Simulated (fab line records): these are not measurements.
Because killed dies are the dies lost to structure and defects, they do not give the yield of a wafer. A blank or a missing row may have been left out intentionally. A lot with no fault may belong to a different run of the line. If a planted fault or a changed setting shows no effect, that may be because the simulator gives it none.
Which of the tools did it? | flow gf180mcu | 13 lots, 39 wafers sampled, at 5 steps of a route of 602

== WHAT EACH GAUGE READ, for each wafer ==
GF_CONTACT_BOW_MEAS_05. Usual: CONTACT_BOW gives 67 um (standard deviation 7.4).
lot  | measured     | on            | CONTACT_BOW (um) | flag
L832 | day 15 02:14 | film metro-04 | 62 68 74         |
L833 | day 15 22:05 | film metro-04 | 57 57 61         |
L834 | day 15 22:13 | film metro-04 | 52 59 71         |
L835 | day 16 02:03 | film metro-04 | 65 70 58         |
L837 | day 16 23:50 | film metro-04 | 66 70 65         |
L836 | day 17 01:16 | film metro-02 | 67 73 61         |
L839 | day 17 20:01 | film metro-04 | 51 58 54         |
L842 | day 18 21:14 | film metro-02 | 74 73 60         |
L845 | day 20 00:24 | film metro-04 | 67 70 64         |
L849 | day 21 08:56 | film metro-04 | 61 65 65         |
L851 | day 21 23:47 | film metro-02 | 78 84 75         |
L852 | day 22 16:38 | film metro-02 | 67 67 62         |
L853 | day 22 17:40 | film metro-02 | 53 71 72         |

GF_M1_CD_MEAS_14: target cd 230 nm. Usual: 230.4 nm for cd nm, sd 1.4.
lot  | measured     | on        | cd nm (nm)        | flag
L832 | day 16 23:57 | cd sem-02 | 232.8 231.6 231.9 |
L833 | day 17 21:09 | cd sem-01 | 232.8 232.8 231.9 |
L834 | day 17 20:48 | cd sem-02 | 227.6 228.8 227.7 |
L835 | day 18 00:58 | cd sem-02 | 228.7 228.9 229.0 |
L837 | day 19 00:15 | cd sem-01 | 230.9 229.4 229.6 |
L836 | day 19 01:36 | cd sem-02 | 231.0 230.7 231.4 |
L839 | day 19 21:51 | cd sem-01 | 229.0 229.1 230.4 |
L842 | day 20 22:38 | cd sem-02 | 233.1 232.5 231.7 |
L845 | day 22 01:44 | cd sem-01 | 229.8 230.8 230.5 |
L849 | day 23 09:48 | cd sem-01 | 199.2 160.7 171.0 | OFF
L851 | day 23 23:38 | cd sem-02 | 229.2 230.0 230.0 |
L852 | day 24 15:06 | cd sem-02 | 229.3 229.4 229.1 |
L853 | day 24 16:57 | cd sem-01 | 231.4 230.6 230.4 |

GF_V1_BOW_MEAS_05. Usual: V1_BOW gives 85 um (standard deviation 8.7).
lot  | measured     | on            | V1_BOW (um) | flag
L832 | day 17 01:21 | film metro-02 | 88 93 98    |
L833 | day 17 22:55 | film metro-02 | 74 75 79    |
L834 | day 17 22:19 | film metro-02 | 79 84 94    |
L835 | day 18 02:21 | film metro-03 | 76 80 70    |
L837 | day 19 01:41 | film metro-03 | 84 89 82    |
L836 | day 19 03:00 | film metro-02 | 87 93 81    |
L839 | day 19 23:34 | film metro-02 | 70 78 74    |
L842 | day 21 00:07 | film metro-02 | 90 90 76    |
L845 | day 22 03:06 | film metro-02 | 86 90 82    |
L849 | day 23 11:10 | film metro-03 | 76          |
L851 | day 24 01:00 | film metro-02 | 102 109 100 |
L852 | day 24 16:28 | film metro-02 | 88 89 85    |
L853 | day 24 18:19 | film metro-03 | 74 90 92    |

== WHAT TOOL EACH LOT RAN ON (gives the tool, then ch and the chambers of the sampled wafers, and finally the start) ==
lot  | GF_SAB_CVD_00                   | GF_M1_EXPOSE_11
L832 | pecvd-03 ch 0,2, day 14 04:16   | krf scanner-01 ch 0, day 16 12:52
L833 | pecvd-03 ch 0,1,2, day 14 22:36 | krf scanner-01 ch 0, day 17 09:10
L834 | pecvd-01 ch 0,2, day 14 23:37   | krf scanner-02 ch 0, day 17 08:56
L835 | pecvd-01 ch 0,1,2, day 15 02:02 | krf scanner-01 ch 0, day 17 13:58
L837 | pecvd-01 ch 1,2, day 16 00:28   | krf scanner-01 ch 0, day 18 12:02
L836 | pecvd-03 ch 0,1,2, day 16 01:25 | krf scanner-01 ch 0, day 18 13:17
L839 | pecvd-01 ch 1,2, day 16 19:30   | krf scanner-01 ch 0, day 19 09:50
L842 | pecvd-02 ch 1,2, day 17 19:37   | krf scanner-02 ch 0, day 20 10:43
L845 | pecvd-01 ch 0,2, day 18 22:52   | krf scanner-01 ch 0, day 21 13:45
L849 | pecvd-03 ch 0,2, day 20 07:13   | krf scanner-01 ch 0, day 22 22:46
L851 | pecvd-01 ch 0,1,2, day 20 22:32 | krf scanner-02 ch 0, day 23 12:06
L852 | pecvd-01 ch 0,1,2, day 21 16:08 | krf scanner-02 ch 0, day 24 04:39
L853 | pecvd-03 ch 0,1,2, day 21 17:02 | krf scanner-02 ch 0, day 24 06:15
- GF_SAB_CVD_00: deposits SiO2 from TEOS, target thk 50 nm, time 4.9302 s.
- GF_M1_EXPOSE_11: exposes mask Metal1, target cd 230 nm.

== WHAT THE TOOLS THEMSELVES READ (means of the sampled wafers that have a number; where no wafer has one, the mark that the record gives instead) ==
GF_SAB_CVD_00. Usual: 652 W for heater power w, sd 120.
lot  | tool     | heater power w (W) | flag
L832 | pecvd-03 | 743                |
L833 | pecvd-03 | 744                |
L834 | pecvd-01 | 496                |
L835 | pecvd-01 | 531                |
L837 | pecvd-01 | 651                |
L836 | pecvd-03 | 725                |
L839 | pecvd-01 | 579                |
L842 | pecvd-02 | 716                |
L845 | pecvd-01 | 523                |
L849 | pecvd-03 | 702                |
L851 | pecvd-01 | 540                |
L852 | pecvd-01 | 541                |
L853 | pecvd-03 | 729                |

GF_M1_EXPOSE_11. Usual: 27.80 for exposure dose mJ cm2, sd 0.031.
lot  | tool           | exposure dose mJ cm2 | flag
L832 | krf scanner-01 | 27.77                |
L833 | krf scanner-01 | 27.78                |
L834 | krf scanner-02 | 27.84                |
L835 | krf scanner-01 | 27.81                |
L837 | krf scanner-01 | 27.84                |
L836 | krf scanner-01 | 27.81                |
L839 | krf scanner-01 | 27.80                |
L842 | krf scanner-02 | 27.79                |
L845 | krf scanner-01 | 27.78                |
L849 | krf scanner-01 | 26.44                | OFF
L851 | krf scanner-02 | 27.80                |
L852 | krf scanner-02 | 27.78                |
L853 | krf scanner-02 | 27.78                |

== THE ANSWER, worked out from the rows above alone ==
Rule: a lot counts as off when the mean over its wafers that have a number is more than 3 standard deviations away from the usual mean. Also off: a lot with no number at a reading for which 4 or more lots have one. Any other lot the step has rows for is counted as sound. After the gauges, taken in route order, come the tools' own readings; for these a lot's mean is taken, as printed above. The first step at which some lot is off is used, and at that step the reading that is off furthest; a lot without a number counts as furthest.
Off, at GF_M1_CD_MEAS_14 on cd nm: L849.
If a tool, at a process step before that reading, ran all the lots that are off and no sound lot after the first of them, it fits. Not tried: the gauges at GF_M1_CD_MEAS_14; whatever is off there is also off at GF_M1_EXPOSE_11, on other tools, and gauge error can't account for it. One fits: GF_M1_EXPOSE_11 on krf scanner-01. A fault onset in the window from L845 (day 21 13:45, its last sound lot) to L849 (day 22 22:46, its first lot off) fits.
On the lots that are off, the tool's own readings at GF_M1_EXPOSE_11 differ by more than 5 times the standard deviation of the sound lots' means, which bears it out; exposure dose mJ cm2 reads 26.44 there versus 27.80 on the sound lots.

== WHAT THE SIMULATOR HAD PUT IN ==
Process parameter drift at GF_M1_EXPOSE_11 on krf scanner-01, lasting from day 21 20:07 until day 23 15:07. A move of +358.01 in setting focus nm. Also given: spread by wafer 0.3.
Shown lots that were struck: L849. The rule above reached the same finding.
